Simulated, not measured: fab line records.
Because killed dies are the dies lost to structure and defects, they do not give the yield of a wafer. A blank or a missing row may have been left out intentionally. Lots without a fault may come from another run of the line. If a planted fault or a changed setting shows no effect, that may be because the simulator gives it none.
Which tool was responsible? | flow gf180mcu | Sampling: 11 lots, 33 wafers, 4 of 602 route steps

== WHAT THE GAUGES SHOWED, per wafer ==
GF_STI_CD_MEAS_12 targets a cd of 220 nm.
lot  | measured    | on        | cd-nm (nm)
L988 | day 2 01:05 | cd-sem-02 | 219.3 219.7 220.4
L989 | day 2 06:08 | cd-sem-02 | 221.3 220.5 221.4
L990 | day 2 12:02 | cd-sem-02 | 219.2 219.2 219.6
L991 | day 2 19:11 | cd-sem-01 | 218.7 219.5 219.9
L992 | day 2 22:37 | cd-sem-02 | 219.2 219.2 218.7
L998 | day 4 04:11 | cd-sem-01 | 218.2 219.0 217.6
L999 | day 4 09:41 | cd-sem-02 | 219.8 219.0 220.4
L100 | day 4 17:11 | cd-sem-02 | 219.9 221.9 218.4
L104 | day 5 12:27 | cd-sem-02 | 218.3 217.8 218.7
L105 | day 5 16:57 | cd-sem-01 | 218.3 218.8 218.6
L111 | day 7 00:02 | cd-sem-01 | 218.6 217.7 218.5

GF_STI_THK_MEAS_30.
lot  | measured    | on            | STI_OXIDATION_02_THK (nm)
L988 | day 2 08:13 | film-metro-03 | 9.79 9.84 9.69
L989 | day 2 11:25 | film-metro-02 | 9.91 9.76 9.81
L990 | day 2 16:37 | film-metro-02 | 9.90 9.79 9.74
L991 | day 3 01:25 | film-metro-03 | 9.93 9.97 9.88
L992 | day 3 05:20 | film-metro-01 | 9.84 9.81 9.95
L998 | day 4 09:19 | film-metro-01 | 15.51 15.50 15.27
L999 | day 4 14:04 | film-metro-02 | 15.40 15.22 15.30
L100 | day 4 23:16 | film-metro-01 | 15.46 15.53 15.43
L104 | day 5 21:55 | film-metro-01 | 9.87 9.89 9.87
L105 | day 6 00:45 | film-metro-01 | 10.18 10.07 10.17
L111 | day 7 04:25 | film-metro-02 | 9.94 9.80 9.77

GF_MVPSD_TW_MEAS_11.
lot  | measured     | on            | MVPSD_TW
L988 | day 5 02:01  | film-metro-04 | 550.8 550.0 551.1
L989 | day 5 06:27  | film-metro-04 | 551.9 552.7 557.1
L990 | day 5 10:22  | film-metro-02 | 555.9 552.9 551.6
L991 | day 5 21:18  | film-metro-04 | 555.0 554.5 554.5
L992 | day 6 01:58  | film-metro-04 | 552.1 553.7 552.7
L998 | day 7 10:04  | film-metro-02 | 556.2 557.1 553.6
L999 | day 7 14:58  | film-metro-03 | 553.3 551.3 550.2
L100 | day 8 00:48  | film-metro-04 | 552.6 551.2 548.9
L104 | day 9 05:02  | film-metro-03 | 553.2 551.3 552.4
L105 | day 9 08:49  | film-metro-04 | 553.0 550.5 553.8
L111 | day 10 19:10 | film-metro-04 | 553.3 553.8 554.2

== TOOL THAT RAN EACH LOT (tool first, then ch and the chambers of the sampled wafers, then the start) ==
lot  | GF_STI_OXIDATION_29
L988 | furnace-02 ch 0, day 2 06:49
L989 | furnace-01 ch 0, day 2 10:01
L990 | furnace-02 ch 0, day 2 15:13
L991 | furnace-01 ch 0, day 3 00:01
L992 | furnace-01 ch 0, day 3 03:56
L998 | furnace-02 ch 0, day 4 07:55
L999 | furnace-02 ch 0, day 4 12:41
L100 | furnace-02 ch 0, day 4 21:52
L104 | furnace-01 ch 0, day 5 20:31
L105 | furnace-01 ch 0, day 5 23:21
L111 | furnace-01 ch 0, day 7 03:01
- GF_STI_OXIDATION_29: stabilise 600 s, purge 300 s, target thk 10 nm.

== WHAT THE TOOLS THEMSELVES READ (means of the sampled wafers that have a number; where no wafer has one, the mark that the record gives instead) ==
GF_STI_OXIDATION_29.
lot  | tool       | spike-tc-top-C (C)
L988 | furnace-02 | 915.0
L989 | furnace-01 | 914.2
L990 | furnace-02 | 915.8
L991 | furnace-01 | 912.4
L992 | furnace-01 | 913.6
L998 | furnace-02 | 914.9
L999 | furnace-02 | 915.4
L100 | furnace-02 | 915.3
L104 | furnace-01 | 913.5
L105 | furnace-01 | 912.8
L111 | furnace-01 | 912.7

== THE ANSWER, worked out from the rows above alone ==
Rule: the lots themselves supply what counts as usual. Put in order of their means at a reading, lots are off if they are a third of the lots or fewer, leave a main group of 4 or more, and stand apart from it by a gap of 3 or more times the standard deviation of the main group's means; of several such gaps the widest counts. The tables above print the reading to a certain number of digits; a main group whose means all agree to those digits is not used. Also off: a lot with no number at a reading for which 4 or more lots have one. Any other lot the step has rows for is counted as sound. The gauges are gone through in route order, then the tools' own readings, and for those a lot's mean is taken as printed above. At the first step where some lot is off, the reading lying furthest off is the one used; lots without a number count as furthest.
Off: L998, L999, L100, at GF_STI_THK_MEAS_30 (STI_OXIDATION_02_THK). Main group: mean 9.88 nm, sd 0.11.
If a tool, at a process step before that reading, ran all the lots that are off and no sound lot after the first of them, it fits. The gauges at GF_STI_THK_MEAS_30 are tried like those tools. One fits: furnace-02 at GF_STI_OXIDATION_29. A fault onset in the window from L990 (day 2 15:13, its last sound lot) to L998 (day 4 07:55, its first lot off) fits.

== WHAT THE SIMULATOR PUT IN ==
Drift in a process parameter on furnace-02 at GF_STI_OXIDATION_29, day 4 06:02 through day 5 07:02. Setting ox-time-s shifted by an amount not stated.
Struck lots among those shown: L998, L999, L100. Same finding as the rule above.
